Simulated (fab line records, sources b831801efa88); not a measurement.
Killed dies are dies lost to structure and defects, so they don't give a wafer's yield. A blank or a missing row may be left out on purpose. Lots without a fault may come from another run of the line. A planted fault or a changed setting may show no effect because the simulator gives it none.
Problem report in the 8D (eight disciplines) form, filled by code | flow gf180mcu | the parts of the form that need people (team, actions taken, sign-off) are left out

1. THE PROBLEM
tilt_deg at GF_NSD_IMPLANT_09 reads a mean of 7.432 degrees on 9 wafers of 3 lots; wafers without a fault read 7.003 degrees with a standard deviation of 0.019. That is +23 standard deviations from the usual mean.
First seen on wafer L196.1, day 15 11:31, on implanter-04. The record holds 42 wafers of 14 lots with a number at this step. Rule for "out", or "out of limits": more than 4 standard deviations from the usual mean. The other wafers with a number count as sound.

2. WHAT IT IS AND WHAT IT IS NOT
question                    | is                     | is not
which readings at this step | tilt_deg               | -
which lots                  | L196, L197, L198       | L190, L191, L199, L203, L204, L208, L209, L210, L211, L212, L213
which wafers of those lots  | all that have a number | -
read on which tools         | implanter-04           | implanter-01, implanter-02
when                        | from day 15 11:31      | up to then (6 sound wafers); but 27 sound wafers of L199, L203, L204, L208, L209, L210, L211, L212, L213 came after

3. SUSPECTS, AND WHAT RULES EACH OUT
Counting: a tool at a process step up to the reading stays a suspect if it ran every lot that is out and no sound lot after the first of them.
- implanter-04 at GF_NSD_IMPLANT_09: ruled out as a lasting fault. Sound lots L209, L212 ran on it after its first lot that is out, L196 (day 15 11:31).
Left after counting: nothing in the record.

4. THE CAUSE (what the simulator had put in)
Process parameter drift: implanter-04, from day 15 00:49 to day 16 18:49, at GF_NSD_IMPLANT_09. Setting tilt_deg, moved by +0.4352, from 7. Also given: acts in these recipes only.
Counting ruled it out, wrongly.

5. THE CHAIN OF EFFECTS, in route order
Each row: a reading whose mean over the struck wafers that have a number lies more than 3 standard deviations from the usual. Only readings for which the record gives a usual standard deviation are gone through. hours: the time from each lot's start at the first step in this table that gives one to its start at this step, as a median over the lots. sigmas: the change in usual standard deviations.
hours | step              | reading  | usual         | on struck wafers | change | sigmas
0     | GF_NSD_IMPLANT_09 | tilt_deg | 7.003 degrees | 7.432            | +0.429 | +23
The process steps in it:
- GF_NSD_IMPLANT_09
Later measuring or inspecting steps at which every struck wafer that the step has a row for has a number for every such reading, and none has moved that far: GF_PSD_TW_MEAS_11.

6. WHAT WOULD HAVE CAUGHT IT SOONER
In this record the first reading out of limits was taken at day 15 11:31, 11 hours after the fault began at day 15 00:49.
